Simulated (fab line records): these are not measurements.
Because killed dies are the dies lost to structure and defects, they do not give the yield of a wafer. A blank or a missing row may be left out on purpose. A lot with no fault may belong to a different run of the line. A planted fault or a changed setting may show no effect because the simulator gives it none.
fab line records	flow sky130
[record] lots = 12	wafers = 36	lastDay = 50
route steps=708 shown VIA2@508 METAL3@536 VIA3@586 CAP2M@603 PAD_OPEN@708
lots that met no fault: from a run of the same line without faults
startH: the number of hours between the record's first day and the start of the first shown wafer of the lot	waitH: hours since the lot's step before	" identical to the entry in the row above	L1.1+2: one row covering several wafers at once	- no value, or no start was given	* or withheld: withheld	< > ~ a bound
route shown NAME@n: names a module that has steps shown in the file, with the first one's number in the route	usual: mean/standard deviation of fault-free wafers	same: alike in all rows	chamber/n: place in a boat	sites: each site's reading	_std_site: how widely they spread, as a standard deviation	_edge_site: the outer-site mean with the inner-site mean subtracted	radiusMm: for every site, how far away it sits from the centre of the wafer	mask NAME#n: copy n	behind: the tool/chamber that last shaped the wafer	hold: reason for holding the lot/hours on hold/outcome of the hold	device: whichever transistor did not switch (one of n, p or np)	end of line: at the end of the route, the tests of the same wafers	for a step that has no rows: nothing shown but its recipe	killed: dies that structure and defects cost at the first sort, which is not the same as the wafer's yield	map: a wafer's dies, marking killed ones x, the rest . and places with no die _
set.NAME: the setting as run; set.NAME@STEP: as run at that earlier step	model.NAME: the simulator's own value behind a step, which no gauge read
a sample of lots followed through the steps of the route, with each step as a table and each wafer as a row
services: the hour from which a tool's chamber was out of use, counted from the record's first day as startH (under 0 if before that day), plus the number of hours and why
[[steps]]
[step SKY_VIA2_THK_MEAS_01]
[recipe] reads = SiO2_of_VIA2_HDPCVD_00
[usual] VIA2_HDPCVD_THK = 1175/13
lot.wafer	tool	chamber	startH	waitH	VIA2_HDPCVD_THK[nm]
L680.1	filmMetro-03	-	815.30	0.1	1193
L680.2	"	-	"	"	1182
L680.5	"	-	"	"	1179
L682.1	filmMetro-02	-	835.84	0.1	1180
L682.3	"	-	"	"	1168
L682.4	"	-	"	"	1167
L683.2	filmMetro-02	-	841.43	0.1	1174
L683.5	"	-	"	"	1186
L683.6	"	-	"	"	1191
L684.2	filmMetro-03	-	849.23	0.1	1179
L684.3	"	-	"	"	1167
L684.4	"	-	"	"	1168
L693.1	filmMetro-02	-	920.85	0.1	1175
L693.2	"	-	"	"	1182
L693.4	"	-	"	"	1169
L694.4	filmMetro-03	-	927.28	0.1	1153
L694.5	"	-	"	"	1163
L694.6	"	-	"	"	1169
L695.1	filmMetro-04	-	941.69	0.1	1195
L695.3	"	-	"	"	1199
L695.6	"	-	"	"	1206
L696.3	filmMetro-02	-	943.04	0.1	1159
L696.4	"	-	"	"	1168
L696.5	"	-	"	"	1179
L699.1	filmMetro-03	-	959.46	0.1	1188
L699.3	"	-	"	"	1177
L699.6	"	-	"	"	1178
L703.2	filmMetro-03	-	997.86	0.1	1177
L703.3	"	-	"	"	1183
L703.5	"	-	"	"	1184
L702.1	filmMetro-04	-	1000.92	0.1	1186
L702.2	"	-	"	"	1161
L702.6	"	-	"	"	1159
L701.2	filmMetro-04	-	1005.08	0.1	1175
L701.4	"	-	"	"	1186
L701.6	"	-	"	"	1192
[step SKY_METAL3_SPUTTER_04]
[recipe] material = TiN	targetThkNm = 70	powerW = 6500	timeS = 58.3	chamberPressurePa = 0.4
[usual] cathodeDcPowerW = 6499.9/1.2	throttleValvePct = 29.4/1
lot.wafer	tool	chamber	startH	waitH	cathodeDcPowerW	throttleValvePct
L680.1	pvdSputter-03	-	843.83	0.0	6499.7	30.9
L680.2	"	-	"	"	6499.3	29.0
L680.5	"	-	"	"	6501.6	30.8
L682.1	pvdSputter-04	-	863.69	0.0	6500.9	29.1
L682.3	"	-	"	"	6502.2	28.7
L682.4	"	-	"	"	6501.0	31.4
L683.2	pvdSputter-04	-	869.44	0.0	6500.7	31.6
L683.5	"	-	"	"	6499.2	29.4
L683.6	"	-	"	"	6498.0	31.4
L684.2	pvdSputter-01	-	877.16	0.0	6498.4	27.7
L684.3	"	-	"	"	6499.3	29.8
L684.4	"	-	"	"	6499.4	27.7
L693.1	pvdSputter-01	-	948.43	0.0	6499.1	27.6
L693.2	"	-	"	"	6500.8	28.8
L693.4	"	-	"	"	6499.4	30.1
L694.4	pvdSputter-03	-	953.78	0.0	6500.3	28.8
L694.5	"	-	"	"	6497.3	29.1
L694.6	"	-	"	"	6499.6	29.1
L695.1	pvdSputter-03	-	968.27	0.0	6499.4	29.4
L695.3	"	-	"	"	6500.4	29.0
L695.6	"	-	"	"	6497.1	29.7
L696.3	pvdSputter-01	-	969.22	0.0	6500.0	28.9
L696.4	"	-	"	"	6500.7	27.6
L696.5	"	-	"	"	6498.4	30.2
L699.1	pvdSputter-04	-	985.68	0.0	6499.5	29.3
L699.3	"	-	"	"	6498.3	31.4
L699.6	"	-	"	"	6499.8	29.5
L703.2	pvdSputter-03	-	1023.84	0.0	6499.6	29.0
L703.3	"	-	"	"	6499.4	29.2
L703.5	"	-	"	"	6501.9	29.2
L702.1	pvdSputter-04	-	1025.58	0.0	6498.7	29.5
L702.2	"	-	"	"	6501.1	28.5
L702.6	"	-	"	"	6499.1	29.4
L701.2	pvdSputter-01	-	1030.24	0.0	6498.7	27.7
L701.4	"	-	"	"	6499.2	30.2
L701.6	"	-	"	"	6501.0	29.9
[step SKY_VIA3_OVL_MEAS_13]
[usual] VIA3_OVL = 1/5
lot.wafer	tool	chamber	startH	waitH	VIA3_OVL[nm]
L680.1	overlay-01	-	923.68	0.1	1
L680.2	"	-	"	"	-1
L680.5	"	-	"	"	3
L682.1	overlay-02	-	942.65	0.1	2
L682.3	"	-	"	"	0
L682.4	"	-	"	"	3
L683.2	overlay-01	-	948.08	0.1	4
L683.5	"	-	"	"	9
L683.6	"	-	"	"	-2
L684.2	overlay-02	-	954.33	0.1	-1
L684.3	"	-	"	"	-1
L684.4	"	-	"	"	0
L693.1	overlay-01	-	1022.42	0.1	5
L693.2	"	-	"	"	-3
L693.4	"	-	"	"	-3
L694.4	overlay-02	-	1027.17	0.1	-6
L694.5	"	-	"	"	-4
L694.6	"	-	"	"	5
L695.1	overlay-02	-	1040.80	0.1	5
L695.3	"	-	"	"	3
L695.6	"	-	"	"	10
L696.3	overlay-01	-	1040.93	0.1	-5
L696.4	"	-	"	"	-2
L696.5	"	-	"	"	-3
L699.1	overlay-01	-	1056.29	0.1	-3
L699.3	"	-	"	"	-1
L699.6	"	-	"	"	-1
L703.2	overlay-02	-	1090.54	0.1	-3
L703.3	"	-	"	"	2
L703.5	"	-	"	"	3
L702.1	overlay-01	-	1092.99	0.1	-11
L702.2	"	-	"	"	-4
L702.6	"	-	"	"	-3
L701.2	overlay-02	-	1098.04	0.1	-1
L701.4	"	-	"	"	9
L701.6	"	-	"	"	6
[step SKY_CAP2M_CVD_00]
[recipe] material = SiO2	targetThkNm = 15.5	tempC = 400	timeS = withheld	rfW = 450
[usual] heaterPowerOuterW = 463/70	heaterPowerW = 751/110
lot.wafer	tool	chamber	startH	waitH	heaterPowerOuterW	heaterPowerW
L680.1	pecvd-02	2	925.28	0.0	401	736
L680.2	"	1	"	"	412	668
L680.5	"	1	"	"	416	661
L682.1	pecvd-01	2	944.20	0.0	-	-
L682.3	"	0	"	"	-	-
L682.4	"	1	"	"	-	-
L683.2	pecvd-01	2	949.64	0.0	-	-
L683.5	"	0	"	"	-	-
L683.6	"	2	"	"	-	-
L684.2	pecvd-02	0	955.91	0.0	-	-
L684.3	"	2	"	"	-	-
L684.4	"	1	"	"	-	-
L693.1	pecvd-01	0	1024.05	0.0	554	840
L693.2	"	2	"	"	416	646
L693.4	"	0	"	"	542	845
L694.4	pecvd-02	2	1028.83	0.0	391	712
L694.5	"	1	"	"	387	612
L694.6	"	0	"	"	536	904
L695.1	pecvd-02	0	1042.35	0.0	504	860
L695.3	"	2	"	"	495	858
L695.6	"	1	"	"	427	685
L696.3	pecvd-01	2	1042.49	0.0	407	615
L696.4	"	1	"	"	484	819
L696.5	"	1	"	"	495	824
L699.1	pecvd-01	0	1058.11	0.0	598	928
L699.3	"	1	"	"	573	928
L699.6	"	0	"	"	604	907
L703.2	pecvd-01	1	1092.39	0.0	592	917
L703.3	"	0	"	"	616	909
L703.5	"	0	"	"	603	918
L702.1	pecvd-03	0	1094.57	0.0	422	670
L702.2	"	1	"	"	444	713
L702.6	"	2	"	"	341	595
L701.2	pecvd-02	1	1099.58	0.0	381	618
L701.4	"	0	"	"	476	795
L701.6	"	1	"	"	389	634
[step SKY_PAD_OPEN_PROBE_99]
[usual] defectLimitedYield = 82.8/2.1	killed_at_M0_to_M3 = 42/6.6	killed_at_M4_up = 3.1/1.9	killedAtContacts = 24/5.6	killedAtFrontEnd = 15/4.8	killedAtOther = 0.3/0.48	killedDies = 84/10	killedOnRim = 16/3.9	killedOpen = 47/6.8	killedShort = 37/6.8	sort_bin_3_pad_short = 0.9/0.48	sort_bin_5_function = 10.1/1.4	sort_bin_6_memory = 6.2/1.2	sortNPass = 408/10	sortYieldPct = 82.8/2.1
[same] grossDies = 492	killedAtBackSide = 0	sort_bin_4_leakage[%] = 0	sort_bin_8_speed[%] = 0
lot.wafer	tool	chamber	startH	waitH	defectLimitedYield[%]	killed_at_M0_to_M3	killed_at_M4_up	killedAtContacts	killedAtFrontEnd	killedAtOther	killedDies	killedOnRim	killedOpen	killedShort	sort_bin_3_pad_short[%]	sort_bin_5_function[%]	sort_bin_6_memory[%]	sortNPass	sortYieldPct[%]
L680.1	prober-01	-	1071.87	0.1	80.5	43	4	30	18	1	96	22	58	37	0.8	12.2	6.5	396	80.5
L680.2	prober-01	-	1071.92	0.1	88.2	26	2	21	9	0	58	15	38	20	0.6	6.5	4.7	434	88.2
L680.5	prober-01	-	1072.07	0.2	79.7	45	6	25	23	1	100	16	60	40	1.0	11.8	7.5	392	79.7
L682.1	prober-01	-	1088.72	0.1	0	47	3	19	13	410	492	96	49	34	1.0	92.3	6.7	0	0
L682.3	prober-01	-	1088.82	0.2	0	42	2	28	21	399	492	96	50	43	0.6	91.7	7.7	0	0
L682.4	prober-01	-	1088.87	0.2	0	46	2	22	31	391	492	96	51	50	0.8	90.7	8.5	0	0
L683.2	prober-02	-	1092.10	0.1	0	41	3	20	9	419	492	96	46	28	0	95.3	4.7	0	0
L683.5	prober-02	-	1092.25	0.2	0	38	3	22	10	419	492	96	46	28	0.4	93.7	5.9	0	0
L683.6	prober-02	-	1092.30	0.2	0	35	3	31	7	416	492	96	44	33	1.6	92.3	6.1	0	0
L684.2	prober-01	-	1097.68	0.1	0	44	4	27	21	396	492	96	56	40	0.4	92.1	7.5	0	0
L684.3	prober-01	-	1097.73	0.2	0	44	3	24	19	402	492	96	61	29	0.8	92.3	6.9	0	0
L684.4	prober-01	-	1097.78	0.2	0	42	4	24	22	400	492	96	55	37	0.4	91.9	7.7	0	0
L693.1	prober-02	-	1153.48	0.1	83.7	41	2	26	11	0	80	13	42	38	1.0	11.6	3.7	412	83.7
L693.2	prober-02	-	1153.53	0.1	80.7	46	4	38	7	0	95	18	56	39	0.6	10.4	8.3	397	80.7
L693.4	prober-02	-	1153.63	0.2	81.3	45	2	29	16	0	92	11	44	48	0.8	9.8	8.1	400	81.3
L694.4	prober-01	-	1157.61	0.2	82.3	46	2	26	13	0	87	15	48	39	1.4	10.0	6.3	405	82.3
L694.5	prober-01	-	1157.66	0.2	83.9	43	0	29	7	0	79	13	44	35	0.6	10.0	5.5	413	83.9
L694.6	prober-01	-	1157.71	0.2	84.1	31	4	25	18	0	78	15	52	26	0.4	10.2	5.3	414	84.1
L695.1	prober-02	-	1168.12	0.1	86.8	35	5	13	12	0	65	11	47	18	0.2	7.9	5.1	427	86.8
L695.3	prober-02	-	1168.22	0.2	81.7	48	2	20	20	0	90	15	41	49	0.8	11.2	6.3	402	81.7
L695.6	prober-02	-	1168.37	0.2	84.1	51	4	6	16	1	78	16	40	37	0.6	10.6	4.7	414	84.1
// killed by level:class
L680.1 CONTACT:geometricParticle:open=11 POLY_GATE:geometricParticle:open=9 LOCAL_INTERCONNECT:geometricParticle:short=9 VIA1:geometricParticle:open=9 VIA2:geometricParticle:open=8 METAL2:geometricParticle:short=7 LI_CONTACT:geometricParticle:open=7 METAL1:geometricParticle:short=4
L680.2 CONTACT:geometricParticle:open=11 VIA1:geometricParticle:open=6 VIA2:geometricParticle:open=5 VIA3:geometricParticle:open=5 LI_CONTACT:geometricParticle:open=4 LOCAL_INTERCONNECT:geometricParticle:short=4 POLY_GATE:geometricParticle:open=3 METAL2:geometricParticle:short=3
L680.5 VIA1:geometricParticle:open=12 CONTACT:geometricParticle:open=10 VIA2:geometricParticle:open=10 POLY_GATE:geometricParticle:open=8 FIELD_ISO:geometricParticle:short=6 LI_CONTACT:geometricParticle:open=6 VIA2:geometricParticle:short=5 POLY_GATE:geometricParticle:short=4
L682.1 CAP2M:areaCvd=409 VIA1:geometricParticle:open=10 METAL1:geometricParticle:short=8 VIA3:geometricParticle:open=8 POLY_GATE:geometricParticle:open=6 CONTACT:geometricParticle:open=6 LI_CONTACT:geometricParticle:open=5 CONTACT:geometricParticle:short=5
L682.3 CAP2M:areaCvd=399 LI_CONTACT:geometricParticle:open=10 CONTACT:geometricParticle:open=10 VIA1:geometricParticle:open=8 POLY_GATE:geometricParticle:short=6 VIA1:geometricParticle:short=6 VIA2:geometricParticle:open=6 LOCAL_INTERCONNECT:geometricParticle:short=5
L682.4 CAP2M:areaCvd=391 CONTACT:geometricParticle:open=10 FIELD_ISO:geometricParticle:open=9 VIA1:geometricParticle:open=8 VIA2:geometricParticle:short=8 VIA1:geometricParticle:short=6 VIA3:geometricParticle:open=6 FIELD_ISO:geometricParticle:short=5
L683.2 CAP2M:areaCvd=418 VIA3:geometricParticle:open=9 CONTACT:geometricParticle:open=8 VIA1:geometricParticle:open=7 LOCAL_INTERCONNECT:geometricParticle:short=6 VIA2:geometricParticle:open=6 METAL2:geometricParticle:short=5 POLY_GATE:geometricParticle:open=4
L683.5 CAP2M:areaCvd=418 CONTACT:geometricParticle:open=10 VIA3:geometricParticle:open=10 LI_CONTACT:geometricParticle:open=8 VIA1:geometricParticle:open=7 METAL1:geometricParticle:short=5 FIELD_ISO:geometricParticle:short=4 METAL2:geometricParticle:short=4
L683.6 CAP2M:areaCvd=415 LI_CONTACT:geometricParticle:open=16 VIA2:geometricParticle:open=8 CONTACT:geometricParticle:open=6 LOCAL_INTERCONNECT:geometricParticle:short=5 METAL1:geometricParticle:short=4 VIA1:geometricParticle:short=3 VIA1:geometricParticle:open=3
L684.2 CAP2M:areaCvd=396 CONTACT:geometricParticle:open=12 VIA1:geometricParticle:open=11 VIA3:geometricParticle:open=6 POLY_GATE:geometricParticle:open=6 FIELD_ISO:geometricParticle:short=5 LI_CONTACT:geometricParticle:open=5 LOCAL_INTERCONNECT:geometricParticle:short=5
L684.3 CAP2M:areaCvd=402 LI_CONTACT:geometricParticle:open=12 VIA1:geometricParticle:open=9 VIA2:geometricParticle:open=9 POLY_GATE:geometricParticle:short=6 METAL2:geometricParticle:short=6 VIA3:geometricParticle:open=5 POLY_GATE:geometricParticle:open=4
L684.4 CAP2M:areaCvd=400 LI_CONTACT:geometricParticle:open=11 VIA1:geometricParticle:open=10 POLY_GATE:geometricParticle:short=7 VIA2:geometricParticle:open=6 VIA3:geometricParticle:open=6 FIELD_ISO:geometricParticle:open=5 POLY_GATE:geometricParticle:open=5
L693.1 CONTACT:geometricParticle:open=13 VIA1:geometricParticle:open=13 METAL2:geometricParticle:short=11 CONTACT:geometricParticle:short=6 LI_CONTACT:geometricParticle:open=5 VIA2:geometricParticle:open=5 POLY_GATE:geometricParticle:short=4 VIA1:geometricParticle:short=4
L693.2 CONTACT:geometricParticle:open=14 VIA1:geometricParticle:open=13 LI_CONTACT:geometricParticle:open=9 CONTACT:geometricParticle:short=7 VIA2:geometricParticle:open=7 VIA1:geometricParticle:short=6 LOCAL_INTERCONNECT:geometricParticle:short=5 VIA3:geometricParticle:open=5
L693.4 VIA1:geometricParticle:open=13 CONTACT:geometricParticle:open=9 METAL2:geometricParticle:short=8 FIELD_ISO:geometricParticle:short=7 LI_CONTACT:geometricParticle:open=6 CONTACT:geometricParticle:short=6 METAL1:geometricParticle:short=6 VIA3:geometricParticle:open=6
L694.4 VIA1:geometricParticle:open=11 LI_CONTACT:geometricParticle:open=9 CONTACT:geometricParticle:open=8 VIA3:geometricParticle:open=7 LI_CONTACT:geometricParticle:short=6 VIA2:geometricParticle:open=6 POLY_GATE:geometricParticle:short=5 VIA1:geometricParticle:short=5
L694.5 VIA1:geometricParticle:open=12 CONTACT:geometricParticle:open=11 VIA2:geometricParticle:open=6 METAL2:geometricParticle:short=6 LI_CONTACT:geometricParticle:open=5 LOCAL_INTERCONNECT:geometricParticle:short=5 LI_CONTACT:geometricParticle:short=4 CONTACT:geometricParticle:short=4
L694.6 LI_CONTACT:geometricParticle:open=11 CONTACT:geometricParticle:open=8 POLY_GATE:geometricParticle:open=7 VIA1:geometricParticle:open=7 METAL1:geometricParticle:short=6 VIA2:geometricParticle:open=5 VIA3:geometricParticle:open=5 VIA1:geometricParticle:short=4
L695.1 VIA1:geometricParticle:open=10 VIA3:geometricParticle:open=8 CONTACT:geometricParticle:open=5 FIELD_ISO:geometricParticle:open=4 POLY_GATE:geometricParticle:open=4 METAL2:geometricParticle:short=4 SPACER:geometricParticle:open=3 LI_CONTACT:geometricParticle:open=3
L695.3 VIA1:geometricParticle:open=10 FIELD_ISO:geometricParticle:open=8 CONTACT:geometricParticle:open=8 METAL2:geometricParticle:short=7 FIELD_ISO:geometricParticle:short=6 METAL1:geometricParticle:short=6 VIA1:geometricParticle:short=6 VIA3:geometricParticle:open=6
L695.6 VIA1:geometricParticle:open=13 VIA1:geometricParticle:short=7 METAL2:geometricParticle:short=7 METAL1:geometricParticle:short=6 VIA3:geometricParticle:short=6 VIA2:geometricParticle:open=5 SPACER:geometricParticle:short=5 VIA3:geometricParticle:open=5
[[services]]
tool	chamber	startH	hours	kind
pvdSputter-03	-	832.78	2.4	repair
pecvd-03	0	843.52	22.8	repair
pvdSputter-01	2	860.34	-	consumableReplace:kit
pvdSputter-01	2	860.34	18.0	scheduledDown
pecvd-02	2	860.54	16.5	scheduledDown
pecvd-02	-	864.59	6.0	pm
pecvd-02	1	877.04	2.1	scheduledDown
pecvd-02	1	894.00	5.5	scheduledDown
pvdSputter-01	-	908.64	2.2	repair
pecvd-03	-	933.90	11.2	repair
pecvd-02	1	943.10	4.6	repair
pecvd-02	-	980.05	1.9	repair
pecvd-03	1	981.85	4.4	repair
pecvd-03	0	995.67	3.0	repair
pecvd-01	1	999.38	-	clean
pecvd-01	1	999.38	-	consumableReplace:showerhead
pecvd-01	1	999.38	29.0	scheduledDown
pecvd-01	1	999.38	29.0	ventCycle
pvdSputter-03	-	1016.58	0.5	repair
pvdSputter-01	-	1019.03	4.9	repair
pecvd-01	0	1034.96	16.5	scheduledDown
pecvd-01	-	1051.53	6.0	pm
pecvd-02	2	1097.33	4.4	repair
pvdSputter-04	-	1099.04	6.1	repair
[[key]]
[firstSign] step = SKY_CAP2M_CVD_00	reading = toolRecord	direction = missing
[effect] step = SKY_PAD_OPEN_PROBE_99	reading = killedAtOther	direction = up	sigmas = 99+	usual = 0.3	struck = 405.8
[moreKillsBornAt] SKY_CAP2M_CVD_00@pecvd-01 = 2450	SKY_CAP2M_CVD_00@pecvd-02 = 1198
metAt SKY_CAP2M_CVD_00
struckLots L682,L683,L684
laterRowsLeftOut L682.1,L682.3,L682.4,L683.2,L683.5,L683.6,L684.2,L684.3,L684.4
notActingAt SKY_VIA2_THK_MEAS_01,SKY_METAL3_SPUTTER_04,SKY_VIA3_OVL_MEAS_13
onsetBetween 925.28 944.20
[fault] kind = skippedStepWhole	tool = pecvd-01,pecvd-02	chamber = -	onsetH = 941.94	steps = SKY_CAP2M_CVD_00	scope = struckLotsOnly
// laterRowsLeftOut: the simulator's readings of these wafers behind a module that went badly wrong aren't trusted and aren't shown, but for the sort
